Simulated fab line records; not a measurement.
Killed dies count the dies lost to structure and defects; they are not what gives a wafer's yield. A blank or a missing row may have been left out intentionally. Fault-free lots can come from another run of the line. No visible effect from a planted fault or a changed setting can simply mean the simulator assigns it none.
Comparing a struck lot with a sound one ; flow sky130 ; 15 steps out of a route of 708
Sound: wafers L984.1, L984.2, L984.3. The struck wafers were L988.1, L988.2, L988.6. The cause is given at the end.
For every step that has rows: the tool of each side, followed by ch and its chambers, followed by its first start. Under that, the readings that differ: sound wafers ; struck wafers ; difference of the means ; sigmas: that difference in standard deviations of wafers without a fault.
alike: readings with means less than 2 such deviations apart, plus words and numbers identical on both sides. not compared: withheld readings, readings lacking a value on some wafer, bounds such as >300 that could conceal the same value, and numbers that have no deviation in the record and whose values overlap.
Wherever a step has rows on one side only, a row that says differs or no value, or a row with sigmas, the two part there. Numbers that don't overlap but have no deviation are shown without sigmas and don't part them. A reading missing from all wafers of one side parts the sides only when that side holds two or more wafers.

first, 6 steps without rows for these wafers: SKY_GATE_OXIDE_HMDS_04 (prime time 60 s); SKY_GATE_OXIDE_COAT_05 (resist thk 1140 nm); SKY_GATE_OXIDE_SOFTBAKE_06 (time 60 s); SKY_GATE_OXIDE_EXPOSE_07 (exposes mask LVOM, target cd 600 nm); SKY_GATE_OXIDE_PEB_08; SKY_GATE_OXIDE_DEVELOP_09 (develop time 60 s).
SKY_GATE_OXIDE_OVL_MEAS_10:
  sound: overlay-02 at day 15 17:32; struck: overlay-01 at day 17 01:06
  alike: GATE_OXIDE_OVL
then, 2 steps without rows for these wafers: SKY_GATE_OXIDE_IMPLANT_11; SKY_GATE_OXIDE_WET_ETCH_12 (etches SiO2 in dHF, target depth 16.8 nm, time 336 s).
SKY_GATE_OXIDE_STRIP_13: strips in O2/N2.
  sound on plasma-asher-01 ch 0,1, day 15 17:50; struck on plasma-asher-02 ch 0,1, day 17 01:23
  alike: drypump-motor-current-A, o2-flow-sccm, oes-product-au, strip-time-to-endpoint-s
  not compared: rf-hours-counter-h
SKY_GATE_OXIDE_TW_MEAS_14:
  sound: film-metro-01 at day 15 17:56; struck: film-metro-03 at day 17 01:29
  alike: GATE_OXIDE_TW
then, 1 step without rows for these wafers: SKY_GATE_OXIDE_CLEAN_15 (cleans in SC1/SC2, time 150 s).
SKY_GATE_OXIDE_OXIDATION_16: stabilise 600 s, purge 300 s, target thk 3.57 nm.
  sound on furnace-01 ch 0, day 15 18:07; struck on furnace-01 ch 0, day 17 02:38
reading;sound;struck;difference;sigmas
model.SiO2_of_GATE_OXIDE_OXIDATION_01.thk-nm (nm);11.33 11.41 11.47;12.09 12.1 12.24;+0.74;
  alike: tube_center_temp_C_max
then, 1 step without rows for these wafers: SKY_POLY_GATE_CVD_00 (deposits poly-Si, target thk 180 nm, time 720 s).
-- a jump in the record: the struck wafers' starts before and after are 31 days apart (it breaks off in module POLY_GATE and resumes in module PAD_OPEN, where the first step shown is number 708 of the route) --
SKY_PAD_OPEN_PROBE_99:
  sound: prober-02 at day 46 23:35; struck: prober-01 at day 47 23:07
reading;sound;struck;difference;sigmas
model.etest.pfet_01v8.r-on-ohm-um;2920 2860 2784;3001 2980 3034;+150;
model.etest.nfet_01v8.r-on-ohm-um;832.1 813.3 786.7;887.5 883 902.8;+80.4;
model.etest.nfet_01v8_lvt.drive-ua-um;568.2 580.5 602.9;520 515.5 516.6;-66;
model.etest.nfet_01v8_swapped.drive-ua-um;501.2 510.7 523.9;454.3 451.8 449.8;-60.0;
model.etest.nfet_01v8_turned.drive-ua-um;501.5 508.6 523.6;458 454.5 448.3;-58;
model.etest.nfet_01v8.drive-ua-um;500.7 507.4 528;452.2 450.4 444.4;-63.0;
model.etest.sram-nfet-pass.drive-ua-um;500.2 502.4 515.1;451.8 446.2 424.3;-65.1;
model.etest.nfet-g5v0d10v5.drive-ua-um;622.6 619.9 617.9;593.2 593.6 580.3;-31.1;
  alike: killed_at_M0_to_M3, killed_at_M4_up, killed-at-contacts, killed-at-front-end, killed-at-other, killed-dies, killed-open, killed-short

WHERE THEY PART
Nowhere in this record.

WHY: what had been put in by the simulator
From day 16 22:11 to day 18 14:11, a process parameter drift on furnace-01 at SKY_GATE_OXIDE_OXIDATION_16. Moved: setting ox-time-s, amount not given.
